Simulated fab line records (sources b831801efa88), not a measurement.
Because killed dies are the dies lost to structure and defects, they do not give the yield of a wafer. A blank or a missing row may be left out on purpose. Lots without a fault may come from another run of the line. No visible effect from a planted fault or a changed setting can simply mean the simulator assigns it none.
Which of the tools did it? :: flow sky130 :: 11 lots, 33 wafers sampled, at 5 steps of a route of 708

## WHAT THE GAUGES SHOWED, per wafer
SKY_LI_CONTACT_RS_MEAS_22: measurement is done with a four-point probe.
lot: L781
measured: day 29 12:44
on: film_metro-03
LI_CONTACT_W_RS (ohm/sq): 0.2874 0.2883 0.2904

lot: L783
measured: day 29 17:23
on: film_metro-01
LI_CONTACT_W_RS (ohm/sq): 0.2895 0.2891 0.2906

lot: L784
measured: day 30 04:14
on: film_metro-01
LI_CONTACT_W_RS (ohm/sq): 0.2848 0.2842 0.2873

lot: L785
measured: day 30 10:53
on: film_metro-01
LI_CONTACT_W_RS (ohm/sq): 0.2834 0.2868 0.2837

lot: L791
measured: day 32 11:49
on: film_metro-04
LI_CONTACT_W_RS (ohm/sq): 0.2887 0.2866 0.2881

lot: L792
measured: day 32 22:05
on: film_metro-01
LI_CONTACT_W_RS (ohm/sq): 0.2850 0.2843 0.2862

lot: L795
measured: day 34 14:57
on: film_metro-04
LI_CONTACT_W_RS (ohm/sq): 0.2821 0.2831 0.2850

lot: L797
measured: day 34 16:15
on: film_metro-04
LI_CONTACT_W_RS (ohm/sq): 0.2865 0.2897 0.2849

lot: L798
measured: day 34 17:49
on: film_metro-03
LI_CONTACT_W_RS (ohm/sq): 0.2869 0.2871 0.2832

lot: L799
measured: day 34 19:33
on: film_metro-01
LI_CONTACT_W_RS (ohm/sq): 0.2801 0.2820 0.2806

lot: L803
measured: day 36 09:43
on: film_metro-03
LI_CONTACT_W_RS (ohm/sq): 0.2826 0.2844 0.2849

SKY_CONTACT_BOW_MEAS_05.
lot: L781
measured: day 30 19:13
on: film_metro-01
CONTACT_BOW (um): 79 77 81

lot: L783
measured: day 30 23:19
on: film_metro-01
CONTACT_BOW (um): 62 84 80

lot: L784
measured: day 31 10:55
on: film_metro-04
CONTACT_BOW (um): 73 87 85

lot: L785
measured: day 31 16:50
on: film_metro-02
CONTACT_BOW (um): 76 78 87

lot: L795
measured: day 35 19:08
on: film_metro-02
CONTACT_BOW (um): 79 81 80

lot: L797
measured: day 35 20:49
on: film_metro-04
CONTACT_BOW (um): 87 83 91

lot: L798
measured: day 35 22:11
on: film_metro-02
CONTACT_BOW (um): 79 95 90

lot: L799
measured: day 35 23:00
on: film_metro-02
CONTACT_BOW (um): 78 73 87

lot: L803
measured: day 37 14:13
on: film_metro-02
CONTACT_BOW (um): 76 78 75

## TOOL THAT RAN EACH LOT (tool first, then ch and the chambers of the sampled wafers, then the start)
lot: L781
SKY_LI_CONTACT_CMP_24: cmp-01 ch 0,1,2, day 29 12:56
SKY_LOCAL_INTERCONNECT_METAL_ETCH_14: rie_metal-04 ch 0,1, day 30 17:56
SKY_LOCAL_INTERCONNECT_STRIP_15: plasma_asher-01 ch 0, day 30 17:59

lot: L783
SKY_LI_CONTACT_CMP_24: cmp-01 ch 1,2,3, day 29 17:36
SKY_LOCAL_INTERCONNECT_METAL_ETCH_14: rie_metal-02 ch 0,1, day 30 22:08
SKY_LOCAL_INTERCONNECT_STRIP_15: plasma_asher-02 ch 0,1, day 30 22:11

lot: L784
SKY_LI_CONTACT_CMP_24: cmp-02 ch 2,3, day 30 04:24
SKY_LOCAL_INTERCONNECT_METAL_ETCH_14: rie_metal-02 ch 0,1, day 31 09:19
SKY_LOCAL_INTERCONNECT_STRIP_15: plasma_asher-04 ch 0, day 31 09:22

lot: L785
SKY_LI_CONTACT_CMP_24: cmp-02 ch 0,3, day 30 11:04
SKY_LOCAL_INTERCONNECT_METAL_ETCH_14: rie_metal-01 ch 0,1, day 31 15:30
SKY_LOCAL_INTERCONNECT_STRIP_15: plasma_asher-01 ch 0,1, day 31 15:33

lot: L791
SKY_LI_CONTACT_CMP_24: cmp-01 ch 2,3, day 32 12:02
SKY_LOCAL_INTERCONNECT_METAL_ETCH_14: rie_metal-01 ch 0,1, day 33 15:48
SKY_LOCAL_INTERCONNECT_STRIP_15: plasma_asher-01 ch 0,1, day 33 15:51

lot: L792
SKY_LI_CONTACT_CMP_24: cmp-01 ch 0,1,3, day 32 22:24
SKY_LOCAL_INTERCONNECT_METAL_ETCH_14: rie_metal-01 ch 0,1, day 34 02:52
SKY_LOCAL_INTERCONNECT_STRIP_15: plasma_asher-01 ch 0,1, day 34 02:55

lot: L795
SKY_LI_CONTACT_CMP_24: cmp-02 ch 0,1,3, day 34 15:08
SKY_LOCAL_INTERCONNECT_METAL_ETCH_14: rie_metal-01 ch 0,1, day 35 17:50
SKY_LOCAL_INTERCONNECT_STRIP_15: plasma_asher-02 ch 0,1, day 35 17:53

lot: L797
SKY_LI_CONTACT_CMP_24: cmp-01 ch 1,2,3, day 34 16:26
SKY_LOCAL_INTERCONNECT_METAL_ETCH_14: rie_metal-02 ch 0,1, day 35 19:18
SKY_LOCAL_INTERCONNECT_STRIP_15: plasma_asher-04 ch 0,1, day 35 19:21

lot: L798
SKY_LI_CONTACT_CMP_24: cmp-02 ch 1,2,3, day 34 18:02
SKY_LOCAL_INTERCONNECT_METAL_ETCH_14: rie_metal-01 ch 0, day 35 20:53
SKY_LOCAL_INTERCONNECT_STRIP_15: plasma_asher-01 ch 0, day 35 20:56

lot: L799
SKY_LI_CONTACT_CMP_24: cmp-02 ch 0,1,2, day 34 19:44
SKY_LOCAL_INTERCONNECT_METAL_ETCH_14: rie_metal-04 ch 0,1, day 35 21:41
SKY_LOCAL_INTERCONNECT_STRIP_15: plasma_asher-04 ch 0,1, day 35 21:44

lot: L803
SKY_LI_CONTACT_CMP_24: cmp-02 ch 0,3, day 36 09:53
SKY_LOCAL_INTERCONNECT_METAL_ETCH_14: rie_metal-01 ch 0,1, day 37 13:02
SKY_LOCAL_INTERCONNECT_STRIP_15: plasma_asher-04 ch 1, day 37 13:05
- SKY_LI_CONTACT_CMP_24: polishes, stops on PSG, t overpolish 20 s, target thk 0 nm.
- SKY_LOCAL_INTERCONNECT_METAL_ETCH_14: etches TiN in Cl2/BCl3, stops on PSG, target depth 110 nm, time 31.4 s.
- SKY_LOCAL_INTERCONNECT_STRIP_15: strips in O2/N2.

## WHAT THE TOOLS THEMSELVES READ (means of the sampled wafers that have a number; where no wafer has one, the mark that the record gives instead)
SKY_LI_CONTACT_CMP_24.
lot: L781
tool: cmp-01
motor_current_A (A): 10.7
overpolish_run_s (s): 20.005
time_to_endpoint_s (s): 94

lot: L783
tool: cmp-01
motor_current_A (A): 11.0
overpolish_run_s (s): 19.999
time_to_endpoint_s (s): 100

lot: L784
tool: cmp-02
motor_current_A (A): 10.8
overpolish_run_s (s): 19.995
time_to_endpoint_s (s): 103

lot: L785
tool: cmp-02
motor_current_A (A): 10.8
overpolish_run_s (s): 20.004
time_to_endpoint_s (s): 102

lot: L791
tool: cmp-01
motor_current_A (A): 11.6
overpolish_run_s (s): 20.002
time_to_endpoint_s (s): 99

lot: L792
tool: cmp-01
motor_current_A (A): 11.1
overpolish_run_s (s): 20.002
time_to_endpoint_s (s): 95

lot: L795
tool: cmp-02
motor_current_A (A): 10.7
overpolish_run_s (s): 19.997
time_to_endpoint_s (s): 97

lot: L797
tool: cmp-01
motor_current_A (A): 11.1
overpolish_run_s (s): 19.999
time_to_endpoint_s (s): 91

lot: L798
tool: cmp-02
motor_current_A (A): 11.1
overpolish_run_s (s): 19.993
time_to_endpoint_s (s): 99

lot: L799
tool: cmp-02
motor_current_A (A): 11.1
overpolish_run_s (s): 20.003
time_to_endpoint_s (s): 96

lot: L803
tool: cmp-02
motor_current_A (A): 10.4
overpolish_run_s (s): 20.002
time_to_endpoint_s (s): 94

SKY_LOCAL_INTERCONNECT_METAL_ETCH_14.
lot: L781
tool: rie_metal-04
bcl3_flow_sccm (sccm): 30.05
bias_w (W): 48.59
drypump_motor_current_A (A): 6.1
he_backside_leak_sccm (sccm): 3.2
oes_product_au (a.u.): 0.937
throttle_valve_pct (%): 21.911

lot: L783
tool: rie_metal-02
bcl3_flow_sccm (sccm): 29.96
bias_w (W): 48.44
drypump_motor_current_A (A): 6.0
he_backside_leak_sccm (sccm): 3.4
oes_product_au (a.u.): 0.946
throttle_valve_pct (%): 21.898

lot: L784
tool: rie_metal-02
bcl3_flow_sccm (sccm): 30.00
bias_w (W): 48.65
drypump_motor_current_A (A): 5.7
he_backside_leak_sccm (sccm): 3.6
oes_product_au (a.u.): 0.938
throttle_valve_pct (%): 21.904

lot: L785
tool: rie_metal-01
bcl3_flow_sccm (sccm): 29.93
bias_w (W): 48.31
drypump_motor_current_A (A): 6.3
he_backside_leak_sccm (sccm): 3.3
oes_product_au (a.u.): 0.945
throttle_valve_pct (%): 21.897

lot: L791
tool: rie_metal-01
bcl3_flow_sccm (sccm): -
bias_w (W): -
drypump_motor_current_A (A): -
he_backside_leak_sccm (sccm): -
oes_product_au (a.u.): -
throttle_valve_pct (%): -

lot: L792
tool: rie_metal-01
bcl3_flow_sccm (sccm): -
bias_w (W): -
drypump_motor_current_A (A): -
he_backside_leak_sccm (sccm): -
oes_product_au (a.u.): -
throttle_valve_pct (%): -

lot: L795
tool: rie_metal-01
bcl3_flow_sccm (sccm): 29.96
bias_w (W): 48.34
drypump_motor_current_A (A): 6.3
he_backside_leak_sccm (sccm): 3.2
oes_product_au (a.u.): 0.942
throttle_valve_pct (%): 21.900

lot: L797
tool: rie_metal-02
bcl3_flow_sccm (sccm): 29.94
bias_w (W): 48.49
drypump_motor_current_A (A): 6.0
he_backside_leak_sccm (sccm): 3.3
oes_product_au (a.u.): 0.944
throttle_valve_pct (%): 21.902

lot: L798
tool: rie_metal-01
bcl3_flow_sccm (sccm): 29.91
bias_w (W): 48.66
drypump_motor_current_A (A): 6.4
he_backside_leak_sccm (sccm): 3.4
oes_product_au (a.u.): 0.944
throttle_valve_pct (%): 21.887

lot: L799
tool: rie_metal-04
bcl3_flow_sccm (sccm): 30.02
bias_w (W): 48.40
drypump_motor_current_A (A): 6.3
he_backside_leak_sccm (sccm): 3.2
oes_product_au (a.u.): 0.947
throttle_valve_pct (%): 21.901

lot: L803
tool: rie_metal-01
bcl3_flow_sccm (sccm): 30.00
bias_w (W): 48.45
drypump_motor_current_A (A): 6.3
he_backside_leak_sccm (sccm): 3.4
oes_product_au (a.u.): 0.942
throttle_valve_pct (%): 21.894

SKY_LOCAL_INTERCONNECT_STRIP_15.
lot: L781
tool: plasma_asher-01
drypump_motor_current_A (A): 6.1
n2_flow_sccm (sccm): 298.8
oes_product_au (a.u.): 0.424
strip_time_to_endpoint_s (s): 4.730

lot: L783
tool: plasma_asher-02
drypump_motor_current_A (A): 5.6
n2_flow_sccm (sccm): 299.6
oes_product_au (a.u.): 0.428
strip_time_to_endpoint_s (s): 4.728

lot: L784
tool: plasma_asher-04
drypump_motor_current_A (A): 5.9
n2_flow_sccm (sccm): 300.5
oes_product_au (a.u.): 0.427
strip_time_to_endpoint_s (s): 4.711

lot: L785
tool: plasma_asher-01
drypump_motor_current_A (A): 5.9
n2_flow_sccm (sccm): 299.2
oes_product_au (a.u.): 0.424
strip_time_to_endpoint_s (s): 4.730

lot: L791
tool: plasma_asher-01
drypump_motor_current_A (A): 5.5
n2_flow_sccm (sccm): 299.3
oes_product_au (a.u.): 0.447
strip_time_to_endpoint_s (s): 5.191

lot: L792
tool: plasma_asher-01
drypump_motor_current_A (A): 5.5
n2_flow_sccm (sccm): 299.7
oes_product_au (a.u.): 0.445
strip_time_to_endpoint_s (s): 5.209

lot: L795
tool: plasma_asher-02
drypump_motor_current_A (A): 6.0
n2_flow_sccm (sccm): 299.8
oes_product_au (a.u.): 0.425
strip_time_to_endpoint_s (s): 4.715

lot: L797
tool: plasma_asher-04
drypump_motor_current_A (A): 5.8
n2_flow_sccm (sccm): 300.2
oes_product_au (a.u.): 0.427
strip_time_to_endpoint_s (s): 4.729

lot: L798
tool: plasma_asher-01
drypump_motor_current_A (A): 6.1
n2_flow_sccm (sccm): 299.6
oes_product_au (a.u.): 0.431
strip_time_to_endpoint_s (s): 4.743

lot: L799
tool: plasma_asher-04
drypump_motor_current_A (A): 5.9
n2_flow_sccm (sccm): 301.0
oes_product_au (a.u.): 0.429
strip_time_to_endpoint_s (s): 4.700

lot: L803
tool: plasma_asher-04
drypump_motor_current_A (A): 5.7
n2_flow_sccm (sccm): 299.4
oes_product_au (a.u.): 0.424
strip_time_to_endpoint_s (s): 4.747

## THE ANSWER, worked out from the rows above alone
Rule: the usual values come from the lots themselves. The widest of any qualifying gaps counts: lots, ordered by their means at a reading, are off when they make up no more than a third of the lots, leave a main group of 4 or more, and stand apart from it by 3 or more times the standard deviation of that group's means. Not used: any main group whose means are identical at the precision the tables above print for the reading. Also off: a lot with no number at a reading for which 4 or more lots have one. Where the step has rows for the other lots, those lots are counted as sound. First the gauges in route order, then the tools' own readings, where a lot's mean is used as printed above. At the first step where some lot is off, the reading lying furthest off is the one used; lots without a number count as furthest.
Off, at SKY_LOCAL_INTERCONNECT_METAL_ETCH_14 on bcl3_flow_sccm: L791, L792. Without a number there: L791, L792. Mean 29.97 sccm and standard deviation 0.043 in the main group.
If a tool, at that step or one of the process steps before it, ran each lot that is off and ran no sound lot following the first of them, it fits. None of those tried fits.

## WHAT THE SIMULATOR PUT IN
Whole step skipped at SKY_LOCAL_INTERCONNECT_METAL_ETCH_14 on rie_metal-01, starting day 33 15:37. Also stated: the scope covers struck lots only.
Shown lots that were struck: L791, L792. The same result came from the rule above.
